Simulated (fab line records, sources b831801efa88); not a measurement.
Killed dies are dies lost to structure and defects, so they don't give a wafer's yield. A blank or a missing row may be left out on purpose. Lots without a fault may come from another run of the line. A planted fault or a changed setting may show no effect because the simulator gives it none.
fab line records | flow sky130
record lots=15 wafers=45 last_day=49
route steps=708 shown VT_ADJUST_HVTP@92 VT_ADJUST_HVTR@141 GATE_OXIDE@197 LDD_HVN@269 LDD_HVP@288 LDD_LDN@302
lots that met no fault: from a run of the same line without faults
start_h: hours from the record's first day to the start of the lot's first wafer shown | wait_h: hours since the lot's step before | " the same as in the row above | L1.1+2: a row that stands for several wafers | - no value, or no start given | * or withheld: withheld | < > ~ a bound
route shown NAME@n: a module of which the file shows steps, and the number in the route of the first | usual: mean/standard deviation of fault-free wafers | same: alike in all rows | chamber/n: place in a boat | sites: the reading at each site | _std_site: their standard deviation | _edge_site: outer sites' mean less inner sites' | radius_mm: how far each site lies from the wafer's centre | mask NAME#n: copy n | behind: the tool/chamber that last shaped the wafer | hold: why the lot was held/for how many hours/how that ended | device: the transistor (n, p or np) that didn't switch | end of line: the same wafers' tests at the end of the route | a step without rows: its recipe alone | killed: dies lost to structure and defects at the first sort, not the wafer's yield | map: a wafer's dies, x killed, . not, _ none there
set.NAME: the setting as run; set.NAME@STEP: as run at that earlier step | model.NAME: the simulator's own value behind a step, which no gauge read
steps of the route over a sample of lots; a table a step, a row a wafer
services: from which hour (start_h, from the record's first day; less than 0 if before it) a tool's chamber was out of use, for how many hours, and why
## steps
# step SKY_VT_ADJUST_HVTP_CD_MEAS_07
# recipe target_cd_nm=380
# usual cd_nm=380.3/2.4
# columns lot.wafer tool chamber start_h wait_h cd_nm
L837.4 cd_sem-02 - 137.82 0.1 380.5
L837.5 " - " " 380.3
L837.6 " - " " 383.4
L838.1 cd_sem-01 - 139.91 0.1 382.4
L838.5 " - " " 381.4
L838.6 " - " " 381.3
L839.1 cd_sem-02 - 150.36 0.1 381.6
L839.4 " - " " 381.3
L839.6 " - " " 380.5
L840.1 cd_sem-01 - 158.36 0.1 376.2
L840.2 " - " " 376.1
L840.4 " - " " 375.7
L841.2 cd_sem-02 - 159.95 0.1 382.4
L841.3 " - " " 384.1
L841.6 " - " " 380.1
L842.1 cd_sem-02 - 167.23 0.1 376.7
L842.2 " - " " 376.6
L842.3 " - " " 376.0
L843.2 cd_sem-02 - 173.98 0.1 381.5
L843.3 " - " " 380.5
L843.5 " - " " 382.1
L844.1 cd_sem-02 - 180.31 0.1 375.1
L844.3 " - " " 374.4
L844.5 " - " " 374.1
L845.1 cd_sem-02 - 182.46 0.1 381.1
L845.3 " - " " 381.9
L845.6 " - " " 382.1
L848.3 cd_sem-01 - 209.05 0.1 383.8
L848.5 " - " " 385.3
L848.6 " - " " 382.4
L850.1 cd_sem-02 - 218.01 0.1 381.3
L850.2 " - " " 381.2
L850.4 " - " " 381.8
L851.2 cd_sem-02 - 226.98 0.1 377.9
L851.3 " - " " 379.7
L851.5 " - " " 378.1
L852.2 cd_sem-02 - 229.85 0.1 382.1
L852.3 " - " " 381.0
L852.6 " - " " 382.8
L853.4 cd_sem-02 - 239.29 0.1 380.5
L853.5 " - " " 378.3
L853.6 " - " " 380.5
L854.3 cd_sem-02 - 247.25 0.1 379.5
L854.4 " - " " 382.0
L854.6 " - " " 382.0
# step SKY_VT_ADJUST_HVTR_STRIP_10
# recipe chemistry=O2/N2 power_w=1400 pressure_mtorr=1500 platen_temp_c=withheld o2_flow_sccm=3000 n2_flow_sccm=300 overash_fraction=0.5
# usual drypump_motor_current_A=5.7/0.57 o2_flow_sccm=2999/8.7 oes_product_au=0.715/0.0042 strip_time_to_endpoint_s=14.20/0.039
# same overash_fraction=0.5
# columns lot.wafer tool chamber start_h wait_h drypump_motor_current_A o2_flow_sccm oes_product_au rf_hours_counter_h strip_time_to_endpoint_s
L837.4 plasma_asher-02 1 221.85 0.1 5.1 2999 0.718 - 14.10
L837.5 " 0 " " 5.3 2993 0.711 - 14.18
L837.6 " 1 " " 5.1 3004 0.723 - 14.15
L838.1 plasma_asher-01 1 224.31 0.1 5.8 2994 0.710 11 14.15
L838.5 " 0 " " 6.8 3002 0.712 - 14.15
L838.6 " 1 " " 5.8 2997 0.712 - 14.17
L839.1 plasma_asher-03 1 237.79 0.1 5.3 2984 0.713 58 14.18
L839.4 " 0 " " 5.6 2990 0.714 - 14.24
L839.6 " 0 " " 5.6 3007 0.716 - 14.23
L840.1 plasma_asher-01 0 246.59 0.1 6.8 2993 0.720 14 14.24
L840.2 " 1 " " 5.7 2985 0.720 14 14.22
L840.4 " 0 " " 6.8 3003 0.706 - 14.26
L841.2 plasma_asher-01 1 247.86 0.1 5.8 2984 0.720 14 14.21
L841.3 " 1 " " 5.8 2998 0.721 - 14.16
L841.6 " 0 " " 6.8 2992 0.720 - 14.19
L842.1 plasma_asher-01 1 256.61 0.1 5.8 2994 0.715 15 14.18
L842.2 " 0 " " 6.8 3009 0.713 15 14.14
L842.3 " 1 " " 5.8 2990 0.717 - 14.15
L843.2 plasma_asher-02 1 265.01 0.1 5.1 3009 0.708 45 14.19
L843.3 " 1 " " 5.1 3003 0.716 - 14.20
L843.5 " 0 " " 5.3 3002 0.708 - 14.16
L844.1 plasma_asher-02 0 272.81 0.1 5.3 2980 0.719 46 14.26
L844.3 " 0 " " 5.3 2988 0.717 - 14.25
L844.5 " 1 " " 5.1 3001 0.719 - 14.24
L845.1 plasma_asher-02 1 274.51 0.1 5.1 3013 0.726 46 14.24
L845.3 " 1 " " 5.1 3004 0.714 - 14.23
L845.6 " 0 " " 5.3 3011 0.721 - 14.23
L848.3 plasma_asher-01 0 306.15 0.1 6.8 2994 0.722 - 14.27
L848.5 " 1 " " 5.8 3001 0.713 - 14.28
L848.6 " 0 " " 6.7 2997 0.716 - 14.27
L850.1 plasma_asher-03 1 316.16 0.1 5.3 2992 0.713 65 14.18
L850.2 " 0 " " 5.6 2998 0.721 65 14.20
L850.4 " 0 " " 5.6 3004 0.711 - 14.16
L851.2 plasma_asher-01 1 326.36 0.1 5.7 3008 0.707 22 14.28
L851.3 " 0 " " 6.8 2988 0.711 - 14.27
L851.5 " 1 " " 5.7 3005 0.717 - 14.26
L852.2 plasma_asher-02 1 328.86 0.1 5.1 3002 0.714 51 14.23
L852.3 " 1 " " 5.1 2998 0.717 - 14.20
L852.6 " 0 " " 5.3 3018 0.715 - 14.24
L853.4 plasma_asher-03 1 340.07 0.1 5.3 2986 0.712 - 14.22
L853.5 " 0 " " 5.6 2991 0.710 - 14.19
L853.6 " 1 " " 5.3 2978 0.714 - 14.22
L854.3 plasma_asher-03 0 350.93 0.1 5.6 3001 0.712 - 14.20
L854.4 " 1 " " 5.3 3002 0.715 - 14.14
L854.6 " 1 " " 5.3 2989 0.719 - 14.16
# step SKY_GATE_OXIDE_OVL_MEAS_10
# usual GATE_OXIDE_OVL=-0.2/1.2
# columns lot.wafer tool chamber start_h wait_h GATE_OXIDE_OVL[nm]
L837.4 overlay-02 - 327.63 0.1 0.5
L837.5 " - " " -0.4
L837.6 " - " " 1.2
L838.1 overlay-01 - 335.16 0.1 0.1
L838.5 " - " " -1.2
L838.6 " - " " -0.6
L839.1 overlay-02 - 346.96 0.1 -0.6
L839.4 " - " " -2.5
L839.6 " - " " -2.4
L841.2 overlay-01 - 359.56 0.1 1.4
L841.3 " - " " -1.6
L841.6 " - " " 1.4
L840.1 overlay-01 - 360.81 0.1 -1.5
L840.2 " - " " 0.3
L840.4 " - " " -0.2
L842.1 overlay-01 - 372.98 0.1 1.7
L842.2 " - " " 0.2
L842.3 " - " " 0.9
L843.2 overlay-01 - 381.21 0.1 -0.7
L843.3 " - " " -0.2
L843.5 " - " " 0.8
L844.1 overlay-02 - 396.66 0.1 -0.4
L844.3 " - " " 0.5
L844.5 " - " " 1.3
L845.1 overlay-02 - 396.96 0.1 -0.3
L845.3 " - " " 0.2
L845.6 " - " " 0.5
L848.3 overlay-02 - 424.87 0.1 1.5
L848.5 " - " " -0.3
L848.6 " - " " -0.6
L850.1 overlay-02 - 439.98 0.1 -0.1
L850.2 " - " " -0.7
L850.4 " - " " -0.4
L851.2 overlay-01 - 448.56 0.1 -0.4
L851.3 " - " " -0.5
L851.5 " - " " -1.7
L852.2 overlay-01 - 454.14 0.1 -0.4
L852.3 " - " " 0.6
L852.6 " - " " -0.5
L853.4 overlay-02 - 464.45 0.1 -0.9
L853.5 " - " " 0.6
L853.6 " - " " -0.6
L854.3 overlay-02 - 480.55 0.1 3.1
L854.4 " - " " 2.9
L854.6 " - " " -1.2
# step SKY_LDD_HVN_COAT_02
# recipe resist=NOVOLAK spin_rpm=3000 resist_thk_nm=300
# usual chill_plate_temp_C=23.00/0.099 dispense_pressure_kPa=50/3.9
# columns lot.wafer tool chamber start_h wait_h chill_plate_temp_C dispense_pressure_kPa
L837.4 litho_track-02 0 468.38 0.1 23.12 46
L837.5 " 0 " " 23.08 46
L837.6 " 0 " " 23.14 46
L838.1 litho_track-01 0 476.21 0.1 23.03 55
L838.5 " 0 " " 22.98 55
L838.6 " 0 " " 23.08 55
L839.1 litho_track-01 0 488.06 0.1 23.05 55
L839.4 " 0 " " 23.07 55
L839.6 " 0 " " 23.00 55
L841.2 litho_track-01 0 503.88 0.1 22.91 55
L841.3 " 0 " " 22.97 55
L841.6 " 0 " " 23.02 55
L840.1 litho_track-02 0 508.66 0.1 23.00 46
L840.2 " 0 " " 23.04 46
L840.4 " 0 " " 22.97 46
L842.1 litho_track-01 0 521.96 0.1 23.02 55
L842.2 " 0 " " 23.05 55
L842.3 " 0 " " 22.83 55
L843.2 litho_track-02 0 532.43 0.1 23.20 46
L843.3 " 0 " " 23.15 46
L843.5 " 0 " " 23.09 46
L844.1 litho_track-02 0 541.51 0.1 23.05 46
L844.3 " 0 " " 23.02 46
L844.5 " 0 " " 23.13 46
L845.1 litho_track-02 0 543.66 0.1 22.99 46
L845.3 " 0 " " 23.06 46
L845.6 " 0 " " 23.03 46
L848.3 litho_track-03 0 573.08 0.1 23.17 48
L848.5 " 0 " " 23.05 48
L848.6 " 0 " " 23.15 49
L850.1 litho_track-02 0 589.21 0.1 23.07 46
L850.2 " 0 " " 23.15 46
L850.4 " 0 " " 23.06 46
L851.2 litho_track-01 0 600.38 0.1 23.10 55
L851.3 " 0 " " 23.14 55
L851.5 " 0 " " 23.07 55
L852.2 litho_track-03 - 601.06 0.1 - -
L852.3 " - " " - -
L852.6 " - " " - -
L853.4 litho_track-02 - 609.08 0.1 - -
L853.5 " - " " - -
L853.6 " - " " - -
L854.3 litho_track-03 - 622.28 0.1 - -
L854.4 " - " " - -
L854.6 " - " " - -
# step SKY_LDD_HVN_OVL_MEAS_07
# usual LDD_HVN_OVL=0.3/1.3
# columns lot.wafer tool chamber start_h wait_h LDD_HVN_OVL[nm]
L837.4 overlay-02 - 483.63 0.1 1.0
L837.5 " - " " -0.4
L837.6 " - " " -1.0
L838.1 overlay-01 - 492.13 0.1 -1.5
L838.5 " - " " -0.6
L838.6 " - " " -2.3
L839.1 overlay-01 - 503.56 0.1 -0.5
L839.4 " - " " -2.6
L839.6 " - " " -0.4
L841.2 overlay-02 - 519.11 0.1 0.9
L841.3 " - " " -0.2
L841.6 " - " " -0.6
L840.1 overlay-02 - 523.41 0.1 0.9
L840.2 " - " " 0.8
L840.4 " - " " 0.8
L842.1 overlay-02 - 537.21 0.1 -1.0
L842.2 " - " " -0.4
L842.3 " - " " -2.3
L843.2 overlay-01 - 547.91 0.1 1.1
L843.3 " - " " 0.4
L843.5 " - " " 0.0
L844.1 overlay-02 - 556.81 0.1 1.8
L844.3 " - " " 0.4
L844.5 " - " " 1.1
L845.1 overlay-02 - 558.46 0.1 -1.3
L845.3 " - " " -0.8
L845.6 " - " " -0.9
L848.3 overlay-02 - 587.62 0.1 0.8
L848.5 " - " " -0.3
L848.6 " - " " 1.0
L850.1 overlay-02 - 604.86 0.1 0.8
L850.2 " - " " 2.3
L850.4 " - " " 2.9
L851.2 overlay-02 - 615.01 0.1 0.2
L851.3 " - " " 1.5
L851.5 " - " " 0.0
L852.2 overlay-02 - 615.66 0.1 -
L852.3 " - " " -
L852.6 " - " " -
L853.4 overlay-01 - 623.23 0.1 -
L853.5 " - " " -
L853.6 " - " " -
L854.3 overlay-02 - 636.89 0.1 -
L854.4 " - " " -
L854.6 " - " " -
# step SKY_LDD_HVP_TW_MEAS_10
# usual LDD_HVP_TW=454.1/2.9
# columns lot.wafer tool chamber start_h wait_h LDD_HVP_TW
L837.4 film_metro-04 - 514.22 0.1 451.5
L837.5 " - " " 451.7
L837.6 " - " " 451.8
L838.1 film_metro-02 - 522.54 0.1 453.9
L838.5 " - " " 453.8
L838.6 " - " " 452.4
L839.1 film_metro-04 - 534.27 0.1 453.9
L839.4 " - " " 453.7
L839.6 " - " " 454.9
L841.2 film_metro-02 - 549.75 0.1 457.8
L841.3 " - " " 458.0
L841.6 " - " " 458.3
L840.1 film_metro-04 - 554.27 0.1 453.2
L840.2 " - " " 452.4
L840.4 " - " " 454.0
L842.1 film_metro-02 - 567.67 0.1 455.2
L842.2 " - " " 460.0
L842.3 " - " " 456.4
L843.2 film_metro-01 - 578.95 0.1 452.9
L843.3 " - " " 455.1
L843.5 " - " " 455.9
L844.1 film_metro-02 - 586.97 0.1 456.3
L844.3 " - " " 457.6
L844.5 " - " " 457.8
L845.1 film_metro-04 - 588.84 0.1 450.3
L845.3 " - " " 449.6
L845.6 " - " " 448.1
L848.3 film_metro-02 - 617.51 0.1 458.6
L848.5 " - " " 458.6
L848.6 " - " " 459.9
L850.1 film_metro-02 - 633.57 0.1 458.8
L850.2 " - " " 456.0
L850.4 " - " " 454.9
L851.2 film_metro-02 - 643.60 0.1 455.3
L851.3 " - " " 456.2
L851.5 " - " " 456.8
L852.2 film_metro-01 - 644.50 0.1 1443.8
L852.3 " - " " 1438.9
L852.6 " - " " 1441.2
L853.4 film_metro-02 - 651.57 0.1 1447.2
L853.5 " - " " 1448.2
L853.6 " - " " 1454.3
L854.3 film_metro-01 - 665.31 0.1 1438.4
L854.4 " - " " 1442.3
L854.6 " - " " 1439.6
# step SKY_LDD_LDN_TW_MEAS_13
# usual LDD_LDN_TW=1472/9.4
# columns lot.wafer tool chamber start_h wait_h LDD_LDN_TW
L837.4 film_metro-01 - 545.02 0.1 1471
L837.5 " - " " 1465
L837.6 " - " " 1472
L838.1 film_metro-01 - 553.29 0.1 1471
L838.5 " - " " 1457
L838.6 " - " " 1465
L839.1 film_metro-02 - 564.39 0.1 1489
L839.4 " - " " 1485
L839.6 " - " " 1484
L841.2 film_metro-01 - 581.20 0.1 1472
L841.3 " - " " 1474
L841.6 " - " " 1459
L840.1 film_metro-01 - 584.97 0.1 1465
L840.2 " - " " 1469
L840.4 " - " " 1468
L842.1 film_metro-01 - 597.99 0.1 1470
L842.2 " - " " 1474
L842.3 " - " " 1468
L843.2 film_metro-01 - 609.40 0.1 1457
L843.3 " - " " 1464
L843.5 " - " " 1458
L844.1 film_metro-02 - 616.89 0.1 1488
L844.3 " - " " 1483
L844.5 " - " " 1471
L845.1 film_metro-01 - 618.89 0.1 1458
L845.3 " - " " 1460
L845.6 " - " " 1452
L848.3 film_metro-01 - 646.96 0.1 1468
L848.5 " - " " 1478
L848.6 " - " " 1482
L850.1 film_metro-03 - 662.09 0.1 1479
L850.2 " - " " 1484
L850.4 " - " " 1484
L851.2 film_metro-01 - 672.55 0.1 1463
L851.3 " - " " 1454
L851.5 " - " " 1467
L852.2 film_metro-03 - 673.20 0.1 1825
L852.3 " - " " 1833
L852.6 " - " " 1812
L853.4 film_metro-02 - 679.52 0.1 1809
L853.5 " - " " 1807
L853.6 " - " " 1809
L854.3 film_metro-02 - 694.51 0.1 1816
L854.4 " - " " 1811
L854.6 " - " " 1817
## services
# columns tool chamber start_h hours kind
plasma_asher-03 - 204.81 2.8 pm
plasma_asher-03 - 264.34 5.6 repair
plasma_asher-02 - 285.37 3.1 repair
plasma_asher-02 - 297.92 4.2 repair
plasma_asher-01 - 309.62 1.1 repair
plasma_asher-03 - 396.44 2.1 repair
plasma_asher-01 - 409.16 1.8 repair
plasma_asher-03 - 421.25 9.0 pm
plasma_asher-03 0 421.25 9.0 vent_cycle
plasma_asher-03 1 421.25 9.0 vent_cycle
plasma_asher-03 0 430.25 - clean
plasma_asher-03 1 430.25 - clean
plasma_asher-01 - 511.19 28.1 pm
plasma_asher-02 - 546.82 2.8 pm
plasma_asher-02 - 577.61 15.6 pm
plasma_asher-01 - 615.14 4.3 pm
## key
first_sign step=SKY_LDD_HVN_COAT_02 reading=tool_record direction=missing
effect step=SKY_LDD_HVN_OVL_MEAS_07 reading=LDD_HVN_OVL direction=missing
effect step=SKY_LDD_HVP_TW_MEAS_10 reading=LDD_HVP_TW direction=up sigmas=99+ usual=454.1 struck=1443.8
effect step=SKY_LDD_LDN_TW_MEAS_13 reading=LDD_LDN_TW direction=up sigmas=36 usual=1472 struck=1816
met_at SKY_LDD_HVN_COAT_02
struck_lots L852,L853,L854
sort_left_out L852.2,L852.3,L852.6,L853.4,L853.5,L853.6,L854.3,L854.4,L854.6
tester_left_out L852,L853,L854
not_acting_at SKY_VT_ADJUST_HVTP_CD_MEAS_07,SKY_VT_ADJUST_HVTR_STRIP_10,SKY_GATE_OXIDE_OVL_MEAS_10
onset_between 589.21 601.06
fault kind=skipped_step_whole tool=litho_track-02,litho_track-03 chamber=- onset_h=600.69 steps=SKY_LDD_HVN_COAT_02 scope=struck_lots_only
# tester_left_out: of these lots the tester's yield and bins aren't shown, on N5 and GAA mostly nor the transistor test; their killed dies are dies lost to structure and defects alone, not to doping, threshold or leakage, so they don't give the yield
# sort_left_out: the simulated sort isn't trusted on such a fault, so these wafers' sort isn't shown, and their yield isn't known
